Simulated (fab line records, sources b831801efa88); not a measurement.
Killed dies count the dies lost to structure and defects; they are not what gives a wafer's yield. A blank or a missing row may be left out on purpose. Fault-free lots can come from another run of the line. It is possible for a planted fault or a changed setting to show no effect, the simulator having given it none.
fab line records -- flow sky130
record lots=24, wafers=72, lastDay=50
route steps=708 shown LOCAL_INTERCONNECT@387 VIA1@461 VIA2@530 METAL3@536 VIA4@642
lots that met no fault: taken from a fault-free run of the same line
startH: hours from the record's first day to the start of the lot's first wafer shown -- waitH: how many hours have passed since the lot's step before this one -- " repeats the value in the row above -- L1.1+2: one row covering several wafers at once -- - no value, or no start was given -- * or withheld: withheld -- < > ~ a bound
route shown NAME@n: names a module that has steps shown in the file, with the first one's number in the route -- usual: average and standard deviation across the fault-free wafers -- same: alike in all rows -- chamber/n: place in a boat -- sites: each site's reading -- _std_site: the standard deviation of these -- _edge_site: mean of outer sites minus mean of inner sites -- radiusMm: for every site, how far away it sits from the centre of the wafer -- mask NAME#n: copy n -- behind: tool/chamber where the wafer was last shaped -- hold: the reason the lot was held/the length of the hold in hours/how it ended -- device: which transistor (n, p or np) failed to switch -- end of line: tests run on the same wafers once the route is complete -- where a step has no rows: the recipe by itself -- killed: dies that structure and defects cost at the first sort, which is not the same as the wafer's yield -- map: a wafer's dies, marking killed ones x, the rest . and places with no die _
set.NAME: setting as actually run; set.NAME@STEP: the setting as run at that earlier step -- model.NAME: the simulator's own value behind a step, which no gauge read
a sample of lots followed through the steps of the route, with each step as a table and each wafer as a row
services: a tool's chamber out of use, with start hour (startH, from the record's first day; less than 0 if before it), hours out, and reason
## steps
# step SKY_LOCAL_INTERCONNECT_SPUTTER_00
# recipe material=TiN, targetThkNm=100, tempC=300, powerW=6500, timeS=83.3, chamberPressurePa=0.4
# usual cathodeDcPowerW=6500.0/1.2, throttleValvePct=30.2/1.1
# same timeS=83.3
lot.wafer,tool,chamber,startH,waitH,cathodeDcPowerW,throttleValvePct
L074.1,pvdSputter-01,-,674.69,0.1,6503.3,30.3
L074.2,pvdSputter-01,-,674.69,0.1,6500.7,29.3
L074.3,pvdSputter-01,-,674.69,0.1,6501.5,31.4
L075.1,pvdSputter-03,-,682.24,0.2,6499.9,31.5
L075.3,pvdSputter-03,-,682.24,0.2,6499.2,29.7
L075.6,pvdSputter-03,-,682.24,0.2,6500.9,29.3
L076.4,pvdSputter-02,-,694.88,0.2,6500.2,30.6
L076.5,pvdSputter-02,-,694.88,0.2,6499.7,27.8
L076.6,pvdSputter-02,-,694.88,0.2,6499.4,30.2
L077.1,pvdSputter-02,-,713.32,0.2,6500.2,30.3
L077.2,pvdSputter-02,-,713.32,0.2,6498.0,27.9
L077.3,pvdSputter-02,-,713.32,0.2,6500.2,30.2
L078.1,pvdSputter-01,-,714.16,0.2,6499.9,29.5
L078.2,pvdSputter-01,-,714.16,0.2,6499.5,31.5
L078.5,pvdSputter-01,-,714.16,0.2,6501.4,31.7
L080.1,pvdSputter-02,-,721.67,0.1,6498.8,30.0
L080.2,pvdSputter-02,-,721.67,0.1,6498.1,30.1
L080.5,pvdSputter-02,-,721.67,0.1,6500.4,28.1
L079.2,pvdSputter-01,-,722.53,0.1,6500.5,31.6
L079.3,pvdSputter-01,-,722.53,0.1,6501.3,30.4
L079.6,pvdSputter-01,-,722.53,0.1,6499.7,29.2
L081.1,pvdSputter-01,-,731.39,0.2,6501.4,30.4
L081.2,pvdSputter-01,-,731.39,0.2,6498.3,29.5
L081.6,pvdSputter-01,-,731.39,0.2,6500.3,30.4
L082.1,pvdSputter-02,-,755.84,0.2,6504.0,30.0
L082.3,pvdSputter-02,-,755.84,0.2,6499.3,30.9
L082.6,pvdSputter-02,-,755.84,0.2,6498.2,30.3
L084.3,pvdSputter-01,-,759.76,0.2,6498.7,30.3
L084.4,pvdSputter-01,-,759.76,0.2,6500.0,31.6
L084.6,pvdSputter-01,-,759.76,0.2,6498.4,29.5
L083.3,pvdSputter-02,-,763.98,0.1,6498.9,30.4
L083.4,pvdSputter-02,-,763.98,0.1,6499.8,28.0
L083.5,pvdSputter-02,-,763.98,0.1,6500.9,30.1
L085.1,pvdSputter-02,-,771.20,0.1,6498.8,30.4
L085.4,pvdSputter-02,-,771.20,0.1,6497.3,30.9
L085.5,pvdSputter-02,-,771.20,0.1,6499.0,27.9
L086.2,pvdSputter-02,-,773.53,0.1,6499.9,30.0
L086.3,pvdSputter-02,-,773.53,0.1,6500.0,27.9
L086.4,pvdSputter-02,-,773.53,0.1,6500.9,30.6
L087.1,pvdSputter-02,-,782.93,0.1,6499.7,30.4
L087.3,pvdSputter-02,-,782.93,0.1,6499.4,28.0
L087.4,pvdSputter-02,-,782.93,0.1,6499.8,30.6
L088.3,pvdSputter-03,-,790.85,0.2,6502.3,29.3
L088.4,pvdSputter-03,-,790.85,0.2,6501.1,28.7
L088.6,pvdSputter-03,-,790.85,0.2,6499.8,29.7
L089.3,pvdSputter-02,-,794.85,0.1,6500.2,27.9
L089.4,pvdSputter-02,-,794.85,0.1,6500.2,30.2
L089.6,pvdSputter-02,-,794.85,0.1,6498.4,29.6
L090.2,pvdSputter-01,-,801.45,0.2,6499.4,31.6
L090.3,pvdSputter-01,-,801.45,0.2,6498.2,30.7
L090.4,pvdSputter-01,-,801.45,0.2,6499.9,30.8
L091.2,pvdSputter-01,-,813.53,0.1,6500.1,30.3
L091.4,pvdSputter-01,-,813.53,0.1,6501.4,30.8
L091.6,pvdSputter-01,-,813.53,0.1,6498.6,30.4
L092.2,pvdSputter-03,-,821.73,0.2,6498.8,28.9
L092.3,pvdSputter-03,-,821.73,0.2,6498.7,29.8
L092.6,pvdSputter-03,-,821.73,0.2,6500.8,31.2
L094.2,pvdSputter-01,-,828.78,0.1,6501.8,30.7
L094.3,pvdSputter-01,-,828.78,0.1,6499.2,30.7
L094.5,pvdSputter-01,-,828.78,0.1,6499.1,31.6
L095.1,pvdSputter-02,-,837.69,0.2,6500.5,27.8
L095.2,pvdSputter-02,-,837.69,0.2,6499.3,29.9
L095.4,pvdSputter-02,-,837.69,0.2,6500.2,31.0
L093.1,pvdSputter-03,-,837.83,0.1,6499.5,28.9
L093.3,pvdSputter-03,-,837.83,0.1,6499.7,31.5
L093.5,pvdSputter-03,-,837.83,0.1,6499.7,31.7
L096.1,pvdSputter-03,-,844.50,0.1,6498.8,31.7
L096.2,pvdSputter-03,-,844.50,0.1,6498.0,28.7
L096.4,pvdSputter-03,-,844.50,0.1,6498.1,30.8
L097.1,pvdSputter-01,-,853.79,0.1,6500.6,31.3
L097.4,pvdSputter-01,-,853.79,0.1,6500.8,29.7
L097.5,pvdSputter-01,-,853.79,0.1,6498.7,30.8
# step SKY_VIA1_BOW_MEAS_03
# recipe mode=bow
# usual VIA1_BOW=80/6.6
lot.wafer,tool,chamber,startH,waitH,VIA1_BOW[um]
L074.1,filmMetro-04,-,761.92,0.1,83
L074.2,filmMetro-04,-,761.92,0.1,84
L074.3,filmMetro-04,-,761.92,0.1,82
L075.1,filmMetro-01,-,768.57,0.2,72
L075.3,filmMetro-01,-,768.57,0.2,76
L075.6,filmMetro-01,-,768.57,0.2,85
L076.4,filmMetro-04,-,782.28,0.2,86
L076.5,filmMetro-04,-,782.28,0.2,68
L076.6,filmMetro-04,-,782.28,0.2,74
L077.1,filmMetro-04,-,799.17,0.1,82
L077.2,filmMetro-04,-,799.17,0.1,80
L077.3,filmMetro-04,-,799.17,0.1,73
L078.1,filmMetro-04,-,800.30,0.2,84
L078.2,filmMetro-04,-,800.30,0.2,81
L078.5,filmMetro-04,-,800.30,0.2,90
L080.1,filmMetro-04,-,807.07,0.1,90
L080.2,filmMetro-04,-,807.07,0.1,74
L080.5,filmMetro-04,-,807.07,0.1,82
L079.2,filmMetro-04,-,808.45,0.1,73
L079.3,filmMetro-04,-,808.45,0.1,88
L079.6,filmMetro-04,-,808.45,0.1,77
L081.1,filmMetro-04,-,816.57,0.2,68
L081.2,filmMetro-04,-,816.57,0.2,79
L081.6,filmMetro-04,-,816.57,0.2,73
L082.1,filmMetro-04,-,840.42,0.2,94
L082.3,filmMetro-04,-,840.42,0.2,95
L082.6,filmMetro-04,-,840.42,0.2,90
L084.3,filmMetro-03,-,842.17,0.2,74
L084.4,filmMetro-03,-,842.17,0.2,77
L084.6,filmMetro-03,-,842.17,0.2,81
L083.3,filmMetro-03,-,848.44,0.2,83
L083.4,filmMetro-03,-,848.44,0.2,80
L083.5,filmMetro-03,-,848.44,0.2,74
L085.1,filmMetro-01,-,855.87,0.2,90
L085.4,filmMetro-01,-,855.87,0.2,68
L085.5,filmMetro-01,-,855.87,0.2,86
L086.2,filmMetro-03,-,857.24,0.3,86
L086.3,filmMetro-03,-,857.24,0.3,76
L086.4,filmMetro-03,-,857.24,0.3,85
L087.1,filmMetro-03,-,867.25,0.2,77
L087.3,filmMetro-03,-,867.25,0.2,93
L087.4,filmMetro-03,-,867.25,0.2,83
L088.3,filmMetro-04,-,875.29,0.1,81
L088.4,filmMetro-04,-,875.29,0.1,82
L088.6,filmMetro-04,-,875.29,0.1,89
L089.3,filmMetro-04,-,878.64,0.3,89
L089.4,filmMetro-04,-,878.64,0.3,69
L089.6,filmMetro-04,-,878.64,0.3,74
L090.2,filmMetro-01,-,884.61,0.3,78
L090.3,filmMetro-01,-,884.61,0.3,80
L090.4,filmMetro-01,-,884.61,0.3,81
L091.2,filmMetro-03,-,896.14,0.1,80
L091.4,filmMetro-03,-,896.14,0.1,77
L091.6,filmMetro-03,-,896.14,0.1,80
L092.2,filmMetro-01,-,904.29,0.3,92
L092.3,filmMetro-01,-,904.29,0.3,76
L092.6,filmMetro-01,-,904.29,0.3,79
L094.2,filmMetro-04,-,912.04,0.2,78
L094.3,filmMetro-04,-,912.04,0.2,85
L094.5,filmMetro-04,-,912.04,0.2,89
L095.1,filmMetro-03,-,920.40,0.2,76
L095.2,filmMetro-03,-,920.40,0.2,79
L095.4,filmMetro-03,-,920.40,0.2,84
L093.1,filmMetro-04,-,920.72,0.2,91
L093.3,filmMetro-04,-,920.72,0.2,79
L093.5,filmMetro-04,-,920.72,0.2,84
L096.1,filmMetro-01,-,926.67,0.2,89
L096.2,filmMetro-01,-,926.67,0.2,88
L096.4,filmMetro-01,-,926.67,0.2,86
L097.1,filmMetro-03,-,933.84,0.2,73
L097.4,filmMetro-03,-,933.84,0.2,80
L097.5,filmMetro-03,-,933.84,0.2,79
# step SKY_VIA2_THK_MEAS_23
# recipe thkMeasGauge=xrf, reads=W_of_VIA2_CVD_21
# usual VIA2_W_THK=409/9.1
lot.wafer,tool,chamber,startH,waitH,VIA2_W_THK[nm]
L074.1,filmMetro-02,-,846.76,0.1,399
L074.2,filmMetro-02,-,846.76,0.1,404
L074.3,filmMetro-02,-,846.76,0.1,402
L075.1,filmMetro-04,-,851.08,0.1,419
L075.3,filmMetro-04,-,851.08,0.1,406
L075.6,filmMetro-04,-,851.08,0.1,411
L076.4,filmMetro-02,-,864.63,0.1,403
L076.5,filmMetro-02,-,864.63,0.1,403
L076.6,filmMetro-02,-,864.63,0.1,396
L077.1,filmMetro-03,-,883.03,0.1,421
L077.2,filmMetro-03,-,883.03,0.1,420
L077.3,filmMetro-03,-,883.03,0.1,421
L078.1,filmMetro-02,-,883.50,0.1,407
L078.2,filmMetro-02,-,883.50,0.1,401
L078.5,filmMetro-02,-,883.50,0.1,408
L080.1,filmMetro-04,-,889.99,0.1,408
L080.2,filmMetro-04,-,889.99,0.1,414
L080.5,filmMetro-04,-,889.99,0.1,416
L079.2,filmMetro-03,-,891.54,0.1,420
L079.3,filmMetro-03,-,891.54,0.1,410
L079.6,filmMetro-03,-,891.54,0.1,423
L081.1,filmMetro-03,-,899.63,0.1,418
L081.2,filmMetro-03,-,899.63,0.1,414
L081.6,filmMetro-03,-,899.63,0.1,413
L082.1,filmMetro-02,-,922.03,0.1,401
L082.3,filmMetro-02,-,922.03,0.1,391
L082.6,filmMetro-02,-,922.03,0.1,400
L084.3,filmMetro-02,-,923.42,0.1,400
L084.4,filmMetro-02,-,923.42,0.1,395
L084.6,filmMetro-02,-,923.42,0.1,398
L083.3,filmMetro-02,-,929.11,0.1,400
L083.4,filmMetro-02,-,929.11,0.1,392
L083.5,filmMetro-02,-,929.11,0.1,394
L085.1,filmMetro-02,-,936.51,0.1,401
L085.4,filmMetro-02,-,936.51,0.1,402
L085.5,filmMetro-02,-,936.51,0.1,404
L086.2,filmMetro-04,-,937.86,0.1,411
L086.3,filmMetro-04,-,937.86,0.1,410
L086.4,filmMetro-04,-,937.86,0.1,421
L087.1,filmMetro-04,-,948.72,0.1,420
L087.3,filmMetro-04,-,948.72,0.1,421
L087.4,filmMetro-04,-,948.72,0.1,423
L088.3,filmMetro-04,-,954.78,0.1,416
L088.4,filmMetro-04,-,954.78,0.1,413
L088.6,filmMetro-04,-,954.78,0.1,412
L089.3,filmMetro-04,-,958.23,0.1,414
L089.4,filmMetro-04,-,958.23,0.1,417
L089.6,filmMetro-04,-,958.23,0.1,416
L090.2,filmMetro-04,-,962.80,0.1,420
L090.3,filmMetro-04,-,962.80,0.1,417
L090.4,filmMetro-04,-,962.80,0.1,419
L091.2,filmMetro-02,-,974.31,0.1,407
L091.4,filmMetro-02,-,974.31,0.1,410
L091.6,filmMetro-02,-,974.31,0.1,408
L092.2,filmMetro-02,-,982.24,0.1,402
L092.3,filmMetro-02,-,982.24,0.1,401
L092.6,filmMetro-02,-,982.24,0.1,399
L094.2,filmMetro-02,-,989.68,0.1,401
L094.3,filmMetro-02,-,989.68,0.1,400
L094.5,filmMetro-02,-,989.68,0.1,403
L093.1,filmMetro-02,-,996.29,0.1,398
L093.3,filmMetro-02,-,996.29,0.1,404
L093.5,filmMetro-02,-,996.29,0.1,400
L095.1,filmMetro-04,-,997.01,0.1,408
L095.2,filmMetro-04,-,997.01,0.1,420
L095.4,filmMetro-04,-,997.01,0.1,412
L096.1,filmMetro-03,-,1002.58,0.1,415
L096.2,filmMetro-03,-,1002.58,0.1,424
L096.4,filmMetro-03,-,1002.58,0.1,425
L097.1,filmMetro-04,-,1009.19,0.1,413
L097.4,filmMetro-04,-,1009.19,0.1,414
L097.5,filmMetro-04,-,1009.19,0.1,421
# step SKY_METAL3_SPUTTER_04
# recipe material=TiN, targetThkNm=70, powerW=6500, timeS=58.3, chamberPressurePa=0.4
# usual cathodeDcPowerW=6500.0/1.2, throttleValvePct=30.0/1.1
# same timeS=58.3
lot.wafer,tool,chamber,startH,waitH,cathodeDcPowerW,throttleValvePct
L074.1,pvdSputter-02,-,847.23,0.0,6499.9,30.6
L074.2,pvdSputter-02,-,847.23,0.0,6500.6,30.1
L074.3,pvdSputter-02,-,847.23,0.0,6498.2,27.9
L075.1,pvdSputter-04,-,851.79,0.0,6500.0,30.4
L075.3,pvdSputter-04,-,851.79,0.0,6499.9,28.2
L075.6,pvdSputter-04,-,851.79,0.0,6502.3,30.4
L076.4,pvdSputter-02,-,865.07,0.0,6498.8,30.2
L076.5,pvdSputter-02,-,865.07,0.0,6497.9,27.9
L076.6,pvdSputter-02,-,865.07,0.0,6500.8,30.8
L077.1,pvdSputter-03,-,883.50,0.0,6499.2,31.7
L077.2,pvdSputter-03,-,883.50,0.0,6500.8,29.7
L077.3,pvdSputter-03,-,883.50,0.0,6501.2,30.8
L078.1,pvdSputter-02,-,884.40,0.0,6498.8,30.0
L078.2,pvdSputter-02,-,884.40,0.0,6501.3,28.0
L078.5,pvdSputter-02,-,884.40,0.0,6500.2,30.1
L080.1,pvdSputter-03,-,890.45,0.0,6500.6,31.9
L080.2,pvdSputter-03,-,890.45,0.0,6500.9,28.7
L080.5,pvdSputter-03,-,890.45,0.0,6498.1,31.1
L079.2,pvdSputter-03,-,892.02,0.0,6500.0,31.2
L079.3,pvdSputter-03,-,892.02,0.0,6501.3,28.9
L079.6,pvdSputter-03,-,892.02,0.0,6501.2,28.7
L081.1,pvdSputter-04,-,900.10,0.0,6500.7,30.4
L081.2,pvdSputter-04,-,900.10,0.0,6498.8,29.6
L081.6,pvdSputter-04,-,900.10,0.0,6499.7,30.5
L082.1,pvdSputter-02,-,922.51,0.0,6500.1,30.3
L082.3,pvdSputter-02,-,922.51,0.0,6501.1,28.0
L082.6,pvdSputter-02,-,922.51,0.0,6499.2,28.1
L084.3,pvdSputter-03,-,923.87,0.0,6500.9,31.8
L084.4,pvdSputter-03,-,923.87,0.0,6500.5,30.9
L084.6,pvdSputter-03,-,923.87,0.0,6498.8,29.5
L083.3,pvdSputter-03,-,929.69,0.0,6500.6,28.9
L083.4,pvdSputter-03,-,929.69,0.0,6501.0,31.0
L083.5,pvdSputter-03,-,929.69,0.0,6500.9,30.9
L085.1,pvdSputter-02,-,936.97,0.0,6497.1,28.2
L085.4,pvdSputter-02,-,936.97,0.0,6498.3,30.3
L085.5,pvdSputter-02,-,936.97,0.0,6501.2,27.9
L086.2,pvdSputter-02,-,938.32,0.0,6501.4,30.1
L086.3,pvdSputter-02,-,938.32,0.0,6501.0,27.9
L086.4,pvdSputter-02,-,938.32,0.0,6499.2,30.2
L087.1,pvdSputter-03,-,949.19,0.0,6500.5,28.7
L087.3,pvdSputter-03,-,949.19,0.0,6499.0,31.0
L087.4,pvdSputter-03,-,949.19,0.0,6501.4,31.7
L088.3,pvdSputter-02,-,955.22,0.0,6499.1,30.2
L088.4,pvdSputter-02,-,955.22,0.0,6498.8,30.6
L088.6,pvdSputter-02,-,955.22,0.0,6497.4,30.7
L089.3,pvdSputter-04,-,958.68,0.0,6500.0,30.6
L089.4,pvdSputter-04,-,958.68,0.0,6500.7,29.0
L089.6,pvdSputter-04,-,958.68,0.0,6497.9,30.2
L090.2,pvdSputter-03,-,963.26,0.0,6503.0,31.4
L090.3,pvdSputter-03,-,963.26,0.0,6499.8,28.8
L090.4,pvdSputter-03,-,963.26,0.0,6501.1,29.3
L091.2,pvdSputter-03,-,974.77,0.0,6499.4,30.8
L091.4,pvdSputter-03,-,974.77,0.0,6500.8,28.8
L091.6,pvdSputter-03,-,974.77,0.0,6499.6,31.7
L092.2,pvdSputter-03,-,982.71,0.0,6500.5,30.8
L092.3,pvdSputter-03,-,982.71,0.0,6498.2,31.5
L092.6,pvdSputter-03,-,982.71,0.0,6498.6,29.9
L094.2,pvdSputter-03,-,990.14,0.0,6499.7,31.3
L094.3,pvdSputter-03,-,990.14,0.0,6499.2,28.6
L094.5,pvdSputter-03,-,990.14,0.0,6497.0,28.7
L093.1,pvdSputter-02,-,996.76,0.0,6499.4,30.2
L093.3,pvdSputter-02,-,996.76,0.0,6501.1,28.0
L093.5,pvdSputter-02,-,996.76,0.0,6499.9,30.1
L095.1,pvdSputter-02,-,997.47,0.0,6499.8,28.4
L095.2,pvdSputter-02,-,997.47,0.0,6499.9,30.3
L095.4,pvdSputter-02,-,997.47,0.0,6499.3,30.7
L096.1,pvdSputter-04,-,1003.04,0.0,6499.0,28.5
L096.2,pvdSputter-04,-,1003.04,0.0,6500.5,29.4
L096.4,pvdSputter-04,-,1003.04,0.0,6500.9,30.4
L097.1,pvdSputter-02,-,1009.66,0.0,6500.5,30.4
L097.4,pvdSputter-02,-,1009.66,0.0,6500.1,30.4
L097.5,pvdSputter-02,-,1009.66,0.0,6500.9,30.6
# step SKY_METAL3_CD_MEAS_13
# recipe targetCdNm=300
# usual cdNm=299.4/1.5
lot.wafer,tool,chamber,startH,waitH,cdNm
L074.1,cdSem-01,-,899.89,-,299.2
L074.2,cdSem-01,-,899.89,-,299.9
L074.3,cdSem-01,-,899.89,-,299.4
L075.1,cdSem-02,-,904.02,-,301.2
L075.3,cdSem-02,-,904.02,-,300.2
L075.6,cdSem-02,-,904.02,-,300.1
L076.4,cdSem-02,-,916.83,-,302.6
L076.5,cdSem-02,-,916.83,-,299.6
L076.6,cdSem-02,-,916.83,-,299.8
L077.1,cdSem-02,-,934.21,-,299.9
L077.2,cdSem-02,-,934.21,-,300.7
L077.3,cdSem-02,-,934.21,-,299.0
L078.1,cdSem-01,-,935.69,-,297.8
L078.2,cdSem-01,-,935.69,-,297.5
L078.5,cdSem-01,-,935.69,-,299.5
L080.1,cdSem-02,-,940.84,-,297.3
L080.2,cdSem-02,-,940.84,-,299.1
L080.5,cdSem-02,-,940.84,-,297.5
L079.2,cdSem-01,-,943.06,-,299.6
L079.3,cdSem-01,-,943.06,-,299.1
L079.6,cdSem-01,-,943.06,-,299.6
L081.1,cdSem-01,-,950.31,-,301.3
L081.2,cdSem-01,-,950.31,-,301.0
L081.6,cdSem-01,-,950.31,-,300.7
L082.1,cdSem-02,-,971.39,-,299.3
L082.3,cdSem-02,-,971.39,-,296.5
L082.6,cdSem-02,-,971.39,-,297.0
L084.3,cdSem-02,-,973.53,-,301.0
L084.4,cdSem-02,-,973.53,-,300.8
L084.6,cdSem-02,-,973.53,-,301.9
L083.3,cdSem-02,-,979.30,-,300.1
L083.4,cdSem-02,-,979.30,-,299.3
L083.5,cdSem-02,-,979.30,-,299.7
L085.1,cdSem-02,-,985.26,-,300.4
L085.4,cdSem-02,-,985.26,-,299.5
L085.5,cdSem-02,-,985.26,-,300.1
L086.2,cdSem-01,-,987.21,-,302.0
L086.3,cdSem-01,-,987.21,-,301.2
L086.4,cdSem-01,-,987.21,-,301.4
L087.1,cdSem-02,-,997.46,-,299.1
L087.3,cdSem-02,-,997.46,-,299.1
L087.4,cdSem-02,-,997.46,-,300.3
L088.3,cdSem-01,-,1003.78,-,298.5
L088.4,cdSem-01,-,1003.78,-,299.6
L088.6,cdSem-01,-,1003.78,-,297.9
L089.3,cdSem-01,-,1006.48,-,297.1
L089.4,cdSem-01,-,1006.48,-,296.6
L089.6,cdSem-01,-,1006.48,-,295.5
L090.2,cdSem-01,-,1011.44,-,299.0
L090.3,cdSem-01,-,1011.44,-,298.9
L090.4,cdSem-01,-,1011.44,-,298.3
L091.2,cdSem-02,-,1022.29,-,298.7
L091.4,cdSem-02,-,1022.29,-,300.9
L091.6,cdSem-02,-,1022.29,-,299.2
L092.2,cdSem-01,-,1030.39,-,299.3
L092.3,cdSem-01,-,1030.39,-,298.8
L092.6,cdSem-01,-,1030.39,-,299.5
L094.2,cdSem-02,-,1036.81,-,297.4
L094.3,cdSem-02,-,1036.81,-,297.7
L094.5,cdSem-02,-,1036.81,-,299.6
L093.1,cdSem-01,-,1041.91,-,297.0
L093.3,cdSem-01,-,1041.91,-,298.7
L093.5,cdSem-01,-,1041.91,-,299.4
L095.1,cdSem-01,-,1043.82,-,299.9
L095.2,cdSem-01,-,1043.82,-,301.0
L095.4,cdSem-01,-,1043.82,-,300.1
L096.1,cdSem-01,-,1049.57,-,301.3
L096.2,cdSem-01,-,1049.57,-,300.9
L096.4,cdSem-01,-,1049.57,-,300.6
L097.1,cdSem-01,-,1054.51,-,298.8
L097.4,cdSem-01,-,1054.51,-,298.5
L097.5,cdSem-01,-,1054.51,-,299.8
# step SKY_VIA4_BOW_MEAS_03
# recipe mode=bow
# usual VIA4_BOW=77/7.7
lot.wafer,tool,chamber,startH,waitH,VIA4_BOW[um]
L074.1,filmMetro-03,-,979.93,0.2,76
L074.2,filmMetro-03,-,979.93,0.2,76
L074.3,filmMetro-03,-,979.93,0.2,73
L075.1,filmMetro-04,-,982.63,0.2,75
L075.3,filmMetro-04,-,982.63,0.2,77
L075.6,filmMetro-04,-,982.63,0.2,87
L076.4,filmMetro-04,-,995.19,0.3,90
L076.5,filmMetro-04,-,995.19,0.3,74
L076.6,filmMetro-04,-,995.19,0.3,78
L077.1,filmMetro-02,-,1011.83,0.2,89
L077.2,filmMetro-02,-,1011.83,0.2,86
L077.3,filmMetro-02,-,1011.83,0.2,78
L078.1,filmMetro-03,-,1013.01,0.2,82
L078.2,filmMetro-03,-,1013.01,0.2,77
L078.5,filmMetro-03,-,1013.01,0.2,85
L080.1,filmMetro-03,-,1018.18,0.1,91
L080.2,filmMetro-03,-,1018.18,0.1,76
L080.5,filmMetro-03,-,1018.18,0.1,82
L079.2,filmMetro-03,-,1020.10,0.2,61
L079.3,filmMetro-03,-,1020.10,0.2,77
L079.6,filmMetro-03,-,1020.10,0.2,67
L081.1,filmMetro-03,-,1027.23,0.2,63
L081.2,filmMetro-03,-,1027.23,0.2,73
L081.6,filmMetro-03,-,1027.23,0.2,69
L082.1,filmMetro-03,-,1045.98,0.2,86
L082.3,filmMetro-03,-,1045.98,0.2,87
L082.6,filmMetro-03,-,1045.98,0.2,83
L084.3,filmMetro-02,-,1048.62,0.2,74
L084.4,filmMetro-02,-,1048.62,0.2,74
L084.6,filmMetro-02,-,1048.62,0.2,79
L083.3,filmMetro-02,-,1053.71,0.3,76
L083.4,filmMetro-02,-,1053.71,0.3,73
L083.5,filmMetro-02,-,1053.71,0.3,68
L085.1,filmMetro-02,-,1060.26,0.1,78
L085.4,filmMetro-02,-,1060.26,0.1,57
L085.5,filmMetro-02,-,1060.26,0.1,76
L086.2,filmMetro-02,-,1061.13,0.2,79
L086.3,filmMetro-02,-,1061.13,0.2,70
L086.4,filmMetro-02,-,1061.13,0.2,79
L087.1,filmMetro-02,-,1069.86,0.1,74
L087.3,filmMetro-02,-,1069.86,0.1,91
L087.4,filmMetro-02,-,1069.86,0.1,81
L088.3,filmMetro-04,-,1074.50,0.2,79
L088.4,filmMetro-04,-,1074.50,0.2,83
L088.6,filmMetro-04,-,1074.50,0.2,87
L089.3,filmMetro-02,-,1078.72,0.2,86
L089.4,filmMetro-02,-,1078.72,0.2,65
L089.6,filmMetro-02,-,1078.72,0.2,71
L090.2,filmMetro-02,-,1083.50,0.2,78
L090.3,filmMetro-02,-,1083.50,0.2,77
L090.4,filmMetro-02,-,1083.50,0.2,78
L091.2,filmMetro-02,-,1091.75,0.2,78
L091.4,filmMetro-02,-,1091.75,0.2,74
L091.6,filmMetro-02,-,1091.75,0.2,78
L092.2,filmMetro-03,-,1099.62,0.1,80
L092.3,filmMetro-03,-,1099.62,0.1,65
L092.6,filmMetro-03,-,1099.62,0.1,66
L094.2,filmMetro-04,-,1106.90,0.1,81
L094.3,filmMetro-04,-,1106.90,0.1,89
L094.5,filmMetro-04,-,1106.90,0.1,92
L093.1,filmMetro-03,-,1111.05,0.2,92
L093.3,filmMetro-03,-,1111.05,0.2,81
L093.5,filmMetro-03,-,1111.05,0.2,88
L095.1,filmMetro-03,-,1112.61,0.1,72
L095.2,filmMetro-03,-,1112.61,0.1,73
L095.4,filmMetro-03,-,1112.61,0.1,79
L096.1,filmMetro-04,-,1116.73,0.2,89
L096.2,filmMetro-04,-,1116.73,0.2,89
L096.4,filmMetro-04,-,1116.73,0.2,85
L097.1,filmMetro-02,-,1120.94,0.2,70
L097.4,filmMetro-02,-,1120.94,0.2,79
L097.5,filmMetro-02,-,1120.94,0.2,75
## services
tool,chamber,startH,hours,kind
pvdSputter-02,1,693.13,-,consumableReplace:kit
pvdSputter-02,1,693.13,18.0,scheduledDown
pvdSputter-02,1,693.13,18.0,ventCycle
pvdSputter-04,-,701.80,4.4,repair
pvdSputter-04,-,710.67,3.2,repair
pvdSputter-03,-,712.67,1.9,repair
pvdSputter-03,-,806.46,5.6,repair
pvdSputter-02,-,819.61,9.3,repair
pvdSputter-02,-,821.36,15.1,repair
pvdSputter-01,-,834.76,4.5,repair
pvdSputter-02,-,867.83,2.4,repair
pvdSputter-02,0,875.79,-,consumableReplace:kit
pvdSputter-02,0,875.79,18.0,scheduledDown
pvdSputter-02,0,875.79,18.0,ventCycle
pvdSputter-01,-,923.44,2.4,repair
pvdSputter-03,-,924.54,0.7,repair
pvdSputter-04,-,939.48,7.5,repair
pvdSputter-01,-,948.70,1.9,repair
pvdSputter-03,-,953.60,6.0,repair
pvdSputter-03,-,954.75,1.9,repair
pvdSputter-01,-,998.38,2.1,repair
pvdSputter-02,3,1007.06,-,consumableReplace:kit
pvdSputter-02,3,1007.06,18.0,scheduledDown
pvdSputter-02,3,1007.06,18.0,ventCycle
## key
fault none
